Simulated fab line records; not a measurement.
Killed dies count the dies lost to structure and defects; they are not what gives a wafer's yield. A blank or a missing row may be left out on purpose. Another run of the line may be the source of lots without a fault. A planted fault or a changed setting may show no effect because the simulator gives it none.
Shared-tool check / flow sky130 / Lots sampled 12, wafers sampled 36

## WHY THIS WAS OPENED
Of 12 lots, 2 have the reading GATE_OXIDE_OVL flagged at SKY_GATE_OXIDE_OVL_MEAS_10. Wafers without a fault read 0.5 nm, standard deviation 1.8.
Rule: flag the lot when none of its wafers has a number, or when each of its wafers that has one lies beyond 4 standard deviations from that mean. The other lots count as sound.

lot=L917; measured=day 15 01:16; on=overlay-02; GATE_OXIDE_OVL (nm), wafer by wafer=2.2 1.8 2.2; flag=
lot=L920; measured=day 16 03:14; on=overlay-02; GATE_OXIDE_OVL (nm), wafer by wafer=-2.2 -1.1 -1.7; flag=
lot=L921; measured=day 16 15:50; on=overlay-02; GATE_OXIDE_OVL (nm), wafer by wafer=0.9 1.5 0.9; flag=
lot=L925; measured=day 17 18:26; on=overlay-01; GATE_OXIDE_OVL (nm), wafer by wafer=-2.3 0.1 -0.1; flag=
lot=L926; measured=day 18 03:02; on=overlay-02; GATE_OXIDE_OVL (nm), wafer by wafer=2.1 1.9 3.9; flag=
lot=L927; measured=day 18 14:53; on=overlay-02; GATE_OXIDE_OVL (nm), wafer by wafer=-2.0 -2.2 -2.0; flag=
lot=L928; measured=day 18 20:36; on=overlay-02; GATE_OXIDE_OVL (nm), wafer by wafer=-0.9 -2.5 -3.0; flag=
lot=L929; measured=day 19 12:50; on=overlay-02; GATE_OXIDE_OVL (nm), wafer by wafer=113.4 116.2 116.0; flag=FLAGGED
lot=L930; measured=day 19 18:49; on=overlay-02; GATE_OXIDE_OVL (nm), wafer by wafer=0.2 4.2 1.1; flag=
lot=L931; measured=day 19 23:32; on=overlay-02; GATE_OXIDE_OVL (nm), wafer by wafer=0.6 -0.8 0.7; flag=
lot=L934; measured=day 20 22:50; on=overlay-02; GATE_OXIDE_OVL (nm), wafer by wafer=116.5 119.0 119.4; flag=FLAGGED
lot=L937; measured=day 22 16:04; on=overlay-01; GATE_OXIDE_OVL (nm), wafer by wafer=1.2 0.6 1.2; flag=
The mean of the flagged lots' numbers is 116.8 nm, +116.2 nm from the usual (+65 standard deviations).

## WHICH TOOL EACH LOT WENT THROUGH
The record holds 1 process step before the reading, out of a route of 708 steps. In each cell: the tool, then ch and the chambers that the sampled wafers went through, then the start.
lot=L917; flag=; SKY_GATE_OXIDE_EXPOSE_07=iline-stepper-02 ch 0, day 14 12:08
lot=L920; flag=; SKY_GATE_OXIDE_EXPOSE_07=iline-stepper-01 ch 0, day 15 13:55
lot=L921; flag=; SKY_GATE_OXIDE_EXPOSE_07=iline-stepper-01 ch 0, day 16 01:59
lot=L925; flag=; SKY_GATE_OXIDE_EXPOSE_07=iline-stepper-02 ch 0, day 17 04:08
lot=L926; flag=; SKY_GATE_OXIDE_EXPOSE_07=iline-stepper-01 ch 0, day 17 12:22
lot=L927; flag=; SKY_GATE_OXIDE_EXPOSE_07=iline-stepper-01 ch 0, day 17 23:58
lot=L928; flag=; SKY_GATE_OXIDE_EXPOSE_07=iline-stepper-01 ch 0, day 18 05:48
lot=L929; flag=FLAGGED; SKY_GATE_OXIDE_EXPOSE_07=iline-stepper-01 ch 0, day 18 21:14
lot=L930; flag=; SKY_GATE_OXIDE_EXPOSE_07=iline-stepper-02 ch 0, day 19 03:27
lot=L931; flag=; SKY_GATE_OXIDE_EXPOSE_07=iline-stepper-02 ch 0, day 19 07:12
lot=L934; flag=FLAGGED; SKY_GATE_OXIDE_EXPOSE_07=iline-stepper-01 ch 0, day 20 07:58
lot=L937; flag=; SKY_GATE_OXIDE_EXPOSE_07=iline-stepper-02 ch 0, day 22 00:28
What these steps do:
- SKY_GATE_OXIDE_EXPOSE_07: exposes mask LVOM, target cd 600 nm.
- SKY_GATE_OXIDE_OVL_MEAS_10

## FLAGGED AGAINST TOTAL, ONE TOOL AT A TIME (gauges that did the reading follow at the end)
step=SKY_GATE_OXIDE_EXPOSE_07; tool=iline-stepper-01; lots run=7; flagged=2; share of the flagged lots=all; sound lots run after its first flagged lot=0
step=SKY_GATE_OXIDE_EXPOSE_07; tool=iline-stepper-02; lots run=5; flagged=0; share of the flagged lots=none; sound lots run after its first flagged lot=-
step=SKY_GATE_OXIDE_OVL_MEAS_10; tool=overlay-01; lots run=2; flagged=0; share of the flagged lots=none; sound lots run after its first flagged lot=-
step=SKY_GATE_OXIDE_OVL_MEAS_10; tool=overlay-02; lots run=10; flagged=2; share of the flagged lots=all; sound lots run after its first flagged lot=2 (L930,L931)

## WHAT IS ALLOWED BY THE TABLE
Every flagged lot went through 2 rows of the table: iline-stepper-01 at SKY_GATE_OXIDE_EXPOSE_07 and overlay-02 at SKY_GATE_OXIDE_OVL_MEAS_10.
- iline-stepper-01 at SKY_GATE_OXIDE_EXPOSE_07: 2 of its 7 lots flagged. Last sound lot L928 at day 18 05:48, first flagged lot L929 at day 18 21:14; a fault beginning in between fits.
- overlay-02 at SKY_GATE_OXIDE_OVL_MEAS_10: 2 of its 10 lots flagged. Sound lots ran on it after the first flagged one (L930, L931), which a lasting fault on the whole tool wouldn't allow.
One tool is left: iline-stepper-01 at SKY_GATE_OXIDE_EXPOSE_07.

## WHAT HAD BEEN PUT IN BY THE SIMULATOR
Scanner matching overlay: iline-stepper-01, from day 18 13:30 on, at SKY_GATE_OXIDE_EXPOSE_07. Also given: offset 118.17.
Lots struck among those shown: L929, L934. The rule above reached the same finding.
